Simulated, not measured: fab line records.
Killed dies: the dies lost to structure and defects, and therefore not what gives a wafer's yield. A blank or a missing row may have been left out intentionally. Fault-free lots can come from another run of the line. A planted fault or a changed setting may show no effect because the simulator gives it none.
fab line records | flow sky130 | part 2 of 2: steps 43 to 43 of 43
record: lots: 6 wafers: 18 last_day: 50
route steps=708 shown VIA3@581 METAL4@598 CAP2M@603 PAD_OPEN@708
lots that met no fault: taken from a fault-free run of the same line
start_h: start of the lot's first displayed wafer, in hours after the record's first day | wait_h: hours from the lot's prior step to this one | " identical to the entry in the row above | L1.1+2: a single row standing in for several wafers | - no value present, or no start provided | * or withheld: withheld | < > ~ a bound
route shown NAME@n: NAME is a module with steps in the file, n the number in the route of the first one | usual: the fault-free wafers' mean and standard deviation | same: alike in all rows | chamber/n: place in a boat | sites: the reading at each site | _std_site: standard deviation across them | _edge_site: the outer-site mean with the inner-site mean subtracted | radius_mm: how far each site lies from the wafer's centre | mask NAME#n: copy n | behind: the tool/chamber that last shaped the wafer | hold: why the lot went on hold/how many hours it stayed there/how the hold came to an end | device: transistor that didn't switch, given as n, p or np | end of line: the same wafers' tests at the end of the route | a step given without rows: its recipe and nothing more | killed: the dies lost at the first sort to structure and to defects; this is not the yield of the wafer | map: dies across one wafer; x = killed, . = not, _ = none there
set.NAME: setting as actually run; set.NAME@STEP: the setting as run at that earlier step | model.NAME: the simulator's own value behind a step, which no gauge read
lots seen at some steps along the route; tables by step, rows by wafer
services: a tool's chamber out of use, with start hour (start_h, from the record's first day; less than 0 if before it), hours out, and reason
== steps ==
step: SKY_PAD_OPEN_PROBE_99
usual: defect_limited_yield: 82.3/1.9 killed_at_M0_to_M3: 44/6.9 killed_at_M4_up: 3.0/1.5 killed_at_contacts: 24/5.2 killed_at_front_end: 15/4.1 killed_at_other: 0.4/0.62 killed_dies: 87/9.6 killed_open: 47/7 killed_short: 40/6.2 sort_bin_3_pad_short: 0.9/0.43 sort_bin_5_function: 10.5/1.4 sort_bin_6_memory: 6.4/1.2 sort_n_pass: 405/9.6 sort_yield_pct: 82.3/1.9
same: gross_dies: 492 killed_at_back_side: 0 sort_bin_4_leakage[%]: 0 sort_bin_8_speed[%]: 0
columns lot.wafer tool chamber start_h wait_h hold defect_limited_yield[%] killed_at_M0_to_M3 killed_at_M4_up killed_at_contacts killed_at_front_end killed_at_other killed_dies killed_open killed_short sort_bin_3_pad_short[%] sort_bin_5_function[%] sort_bin_6_memory[%] sort_n_pass sort_yield_pct[%] model.etest.tester.sort_n_pass model.etest.tester.sort_yield_pct model.etest.tester.sort_bin_5_pct model.etest.tester.sort_bin_3_pct
L527.2 prober-01 - 1103.62 0.1 - 82.7 45 4 24 11 1 85 36 49 1.4 9.8 6.1 407 82.7 407 82.72 9.756 1.423
L527.3 prober-01 - 1103.67 0.2 - 85.6 40 4 17 10 0 71 37 33 0.6 8.7 5.1 421 85.6 421 85.57 8.74 0.6098
L527.5 prober-01 - 1103.77 0.2 - 84.8 39 2 19 14 1 75 46 27 0.6 8.7 5.9 417 84.8 417 84.76 8.74 0.6098
L528.3 prober-02 - 1111.24 0.2 - 81.7 58 3 18 11 0 90 36 54 0.6 11.8 5.9 402 81.7 402 81.71 11.79 0.6098
L528.4 prober-02 - 1111.29 0.2 - 85.4 42 2 17 11 0 72 36 36 0.6 8.1 5.9 420 85.4 420 85.37 8.13 0.6098
L528.5 prober-02 - 1111.34 0.2 - 81.7 46 2 22 19 1 90 52 37 1.0 9.6 7.7 402 81.7 402 81.71 9.553 1.016
L533.1 prober-01 - 1133.11 0.1 await_dispo/4.0h/release 74.4 87 0 21 18 0 126 42 39 3.5 14.4 7.7 366 74.4 366 74.39 14.43 3.455
L533.3 prober-01 - 1133.21 0.2 await_dispo/4.0h/release 71.1 91 2 33 16 0 142 49 47 2.6 17.5 8.7 350 71.1 350 71.14 17.48 2.642
L533.5 prober-01 - 1133.31 0.2 await_dispo/4.0h/release 72.8 83 4 29 18 0 134 46 45 2.4 17.5 7.3 358 72.8 358 72.76 17.48 2.439
L535.3 prober-01 - 1143.80 0.2 - 80.9 50 2 24 18 0 94 51 43 1.4 12.0 5.7 398 80.9 398 80.89 11.99 1.423
L535.5 prober-01 - 1143.90 0.2 - 87.2 33 0 20 9 1 63 32 31 1.0 7.3 4.5 429 87.2 429 87.2 7.317 1.016
L535.6 prober-01 - 1143.95 0.2 - 83.9 40 3 25 11 0 79 45 34 0.6 10.6 4.9 413 83.9 413 83.94 10.57 0.6098
L536.2 prober-02 - 1144.77 0.1 await_dispo/5.0h/release 71.1 91 1 38 11 1 142 56 39 2.0 17.9 8.9 350 71.1 350 71.14 17.89 2.033
L536.3 prober-02 - 1144.82 0.2 await_dispo/5.0h/release 73.0 91 2 23 17 0 133 41 42 1.6 19.5 5.9 359 73.0 359 72.97 19.51 1.626
L536.6 prober-02 - 1144.97 0.2 await_dispo/5.0h/release 78.0 77 3 16 11 1 108 43 27 2.4 12.6 6.9 384 78.0 384 78.05 12.6 2.439
L544.2 prober-02 - 1193.06 0.1 - 82.3 47 2 26 11 1 87 50 37 0.4 10.0 7.3 405 82.3 405 82.32 9.959 0.4065
L544.3 prober-02 - 1193.11 0.2 - 82.9 43 2 22 17 0 84 53 31 0.4 10.2 6.5 408 82.9 408 82.93 10.16 0.4065
L544.6 prober-02 - 1193.26 0.2 - 81.7 49 3 25 13 0 90 48 42 0.2 10.6 7.5 402 81.7 402 81.71 10.57 0.2033
killed by level:class
L527.2 VIA1:geometric_particle:open=9 CONTACT:geometric_particle:open=8 METAL1:geometric_particle:short=8 CONTACT:geometric_particle:short=7 VIA1:geometric_particle:short=7 VIA2:geometric_particle:open=5 METAL2:geometric_particle:short=4 LOCAL_INTERCONNECT:geometric_particle:short=4
L527.3 VIA1:geometric_particle:open=13 LI_CONTACT:geometric_particle:open=6 CONTACT:geometric_particle:open=6 VIA1:geometric_particle:short=6 METAL2:geometric_particle:short=6 METAL1:geometric_particle:short=5 VIA3:geometric_particle:open=5 FIELD_ISO:geometric_particle:open=3
L527.5 VIA1:geometric_particle:open=10 LI_CONTACT:geometric_particle:open=8 VIA2:geometric_particle:open=5 VIA3:geometric_particle:open=5 VIA1:geometric_particle:short=4 CONTACT:geometric_particle:short=4 CONTACT:geometric_particle:open=4 VIA2:geometric_particle:short=4
L528.3 METAL1:geometric_particle:short=11 VIA3:geometric_particle:open=11 VIA1:geometric_particle:open=7 VIA1:geometric_particle:short=6 VIA2:geometric_particle:open=6 VIA3:geometric_particle:short=6 FIELD_ISO:geometric_particle:short=5 LI_CONTACT:geometric_particle:open=5
L528.4 CONTACT:geometric_particle:open=10 VIA1:geometric_particle:open=9 VIA1:geometric_particle:short=8 VIA3:geometric_particle:open=6 VIA3:geometric_particle:short=5 METAL1:geometric_particle:short=4 METAL2:geometric_particle:short=4 CONTACT:geometric_particle:short=3
L528.5 VIA1:geometric_particle:open=12 LI_CONTACT:geometric_particle:open=9 VIA3:geometric_particle:open=8 POLY_GATE:geometric_particle:short=5 CONTACT:geometric_particle:open=5 VIA2:geometric_particle:open=5 FIELD_ISO:geometric_particle:short=4 METAL3:geometric_particle:short=4
L533.1 VIA3:unspecified=45 VIA1:geometric_particle:open=10 CONTACT:geometric_particle:open=7 LI_CONTACT:geometric_particle:open=6 METAL2:geometric_particle:short=6 FIELD_ISO:geometric_particle:short=5 SPACER:geometric_particle:short=5 VIA2:geometric_particle:open=4
L533.3 VIA3:unspecified=46 CONTACT:geometric_particle:open=12 VIA1:geometric_particle:open=8 LI_CONTACT:geometric_particle:open=7 METAL2:geometric_particle:short=6 LI_CONTACT:geometric_particle:short=6 VIA2:geometric_particle:open=6 FIELD_ISO:geometric_particle:short=5
L533.5 VIA3:unspecified=43 VIA2:geometric_particle:open=11 CONTACT:geometric_particle:open=7 POLY_GATE:geometric_particle:open=6 LI_CONTACT:geometric_particle:open=6 LOCAL_INTERCONNECT:geometric_particle:short=6 VIA3:geometric_particle:open=6 METAL1:geometric_particle:short=5
L535.3 VIA3:geometric_particle:open=12 CONTACT:geometric_particle:open=10 METAL1:geometric_particle:short=8 VIA1:geometric_particle:open=7 FIELD_ISO:geometric_particle:short=6 LI_CONTACT:geometric_particle:open=6 VIA2:geometric_particle:open=5 VIA1:geometric_particle:short=4
L535.5 CONTACT:geometric_particle:open=8 VIA1:geometric_particle:open=7 METAL2:geometric_particle:short=6 VIA2:geometric_particle:open=6 LI_CONTACT:geometric_particle:open=4 CONTACT:geometric_particle:short=4 METAL1:geometric_particle:short=4 FIELD_ISO:geometric_particle:open=3
L535.6 LI_CONTACT:geometric_particle:open=12 VIA1:geometric_particle:open=12 CONTACT:geometric_particle:short=6 VIA1:geometric_particle:short=6 VIA2:geometric_particle:open=6 METAL2:geometric_particle:short=5 VIA3:geometric_particle:open=5 FIELD_ISO:geometric_particle:short=3
L536.2 VIA3:unspecified=47 CONTACT:geometric_particle:open=16 VIA1:geometric_particle:open=13 LI_CONTACT:geometric_particle:open=11 CONTACT:geometric_particle:short=8 VIA1:geometric_particle:short=8 METAL2:geometric_particle:short=7 VIA3:geometric_particle:open=6
L536.3 VIA3:unspecified=49 VIA1:geometric_particle:open=10 CONTACT:geometric_particle:short=7 METAL2:geometric_particle:short=7 METAL1:geometric_particle:short=6 LI_CONTACT:geometric_particle:open=5 CONTACT:geometric_particle:open=5 VIA3:geometric_particle:open=5
L536.6 VIA3:unspecified=38 VIA1:geometric_particle:open=12 CONTACT:geometric_particle:open=8 VIA2:geometric_particle:open=6 VIA3:geometric_particle:open=5 VIA2:geometric_particle:short=4 FIELD_ISO:geometric_particle:open=3 POLY_GATE:geometric_particle:short=3
L544.2 VIA3:geometric_particle:open=12 VIA1:geometric_particle:open=10 CONTACT:geometric_particle:open=9 LI_CONTACT:geometric_particle:open=7 METAL2:geometric_particle:short=7 LOCAL_INTERCONNECT:geometric_particle:short=5 VIA2:geometric_particle:open=4 METAL3:geometric_particle:short=4
L544.3 VIA1:geometric_particle:open=14 CONTACT:geometric_particle:open=7 LI_CONTACT:geometric_particle:open=6 METAL1:geometric_particle:short=5 VIA2:geometric_particle:open=5 POLY_GATE:geometric_particle:short=4 VIA1:geometric_particle:short=4 METAL2:geometric_particle:open=4
L544.6 VIA1:geometric_particle:open=15 CONTACT:geometric_particle:short=9 LI_CONTACT:geometric_particle:open=7 METAL2:geometric_particle:short=7 CONTACT:geometric_particle:open=6 VIA1:geometric_particle:short=6 VIA2:geometric_particle:open=6 METAL3:geometric_particle:short=5
map L533.3 (x killed, . not)
__________..x.x....x_________
________....x........._______
______.....x.x..x...x..._____
_____x....x.......x....x.____
____.....xxx.x..x..x..x...___
___....x..........x.....xxx__
__.x.......xx..x.......x..x._
_....x.x...xx.......x.x...xx.
_x......xx.xx............x...
_x..xx..xxxxxxx....x.......x.
_.....x..xxxxxx..x.....xx..x.
_.......xxxxxxxx........xx...
_....x..xxxxxxxx...x....x....
_x..x..xxxxxxxxx...x........x
_x.....xxxx.xxx.xxx...x...x..
__....x.xx.xx.......xx.x...._
___x......xx..xx.xx........__
____x.xx.....x.........xx.___
_____...x.x.......x......____
______..............x.x._____
________....x........._______
__________x........._________
map L536.2 (x killed, . not)
__________.......x.._________
________x...x.x...xx.._______
______xx.......xxx..xx.._____
_____xx....x....x....x...____
____..x.xx.......x......x.___
___.xx......xx.....xxxxxxxx__
__.x.x....x.........xxxxxxxx_
_.x..........x.x...xxxxxxxxx.
_..x............x..xxxxxxxxx.
_x.x..............xxxxxxxxxxx
_...x....xx.......x.....xxxx.
_..x.......x......x.....x.x..
_..x.....x.......x....x.xxx..
_xx.xxxx..x..x..x......x.....
_......xx....x.....x...xx....
__............x...x........._
___xx.........xx.x.........__
____...........xx..xxxxx..___
_____x.x....x.x...x......____
______.....x..........x._____
________......x...x..._______
__________..x......._________
== services ==
columns tool chamber start_h hours kind
cvd_w-02 - 961.01 2.8 pm
rie_metal-03 - 983.41 4.6 repair
rie_metal-02 - 986.70 15.6 pm
rie_diel-02 2 988.02 15.7 repair
rie_metal-03 - 988.02 2.8 pm
rie_diel-04 3 989.69 9.6 repair
rie_diel-04 1 991.24 2.2 repair
pvd_sputter-02 - 997.43 3.8 repair
rie_metal-02 - 1002.30 1.4 pm
pvd_sputter-02 3 1013.46 - consumable_replace:kit
pvd_sputter-02 3 1013.46 18.0 scheduled_down
rie_diel-04 - 1015.23 2.8 pm
pvd_sputter-01 - 1022.62 5.0 repair
rie_metal-03 - 1027.47 0.2 repair
rie_diel-02 2 1037.12 14.6 repair
rie_diel-02 - 1049.09 0.3 repair
pvd_sputter-03 3 1055.79 - consumable_replace:kit
pvd_sputter-03 3 1055.79 18.0 scheduled_down
pvd_sputter-03 3 1055.79 18.0 vent_cycle
rie_metal-04 - 1056.90 14.6 pm
rie_diel-04 - 1066.60 0.3 repair
pvd_sputter-04 - 1076.87 2.5 repair
rie_metal-03 0 1081.81 26.4 repair
cvd_w-01 - 1083.95 2.8 pm
== key ==
first_sign: step: SKY_PAD_OPEN_PROBE_99 reading: killed_at_M0_to_M3 direction: up sigmas: 6.1 usual: 44 struck: 87
effect: step: SKY_PAD_OPEN_PROBE_99 reading: killed_dies direction: up sigmas: 4.6 usual: 87 struck: 131
model_effect: step: SKY_PAD_OPEN_PROBE_99 value: etest.tester.sort_n_pass without: 399.2 struck: 361.2
met_at SKY_VIA3_SPUTTER_20
struck_wafers L533.1,L533.3,L533.5,L536.2,L536.3,L536.6
onset_between 972.75 997.10
also_fits SKY_VIA3_CVD_21:cvd_w-02,SKY_CAP2M_METAL_ETCH_13:rie_metal-04
fault: kind: chamber_particle_source tool: pvd_sputter-02 chamber: - onset_h: 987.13 steps: SKY_VIA3_SPUTTER_20 rate_per_visit_cm2: 0.49893 end_h: 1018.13
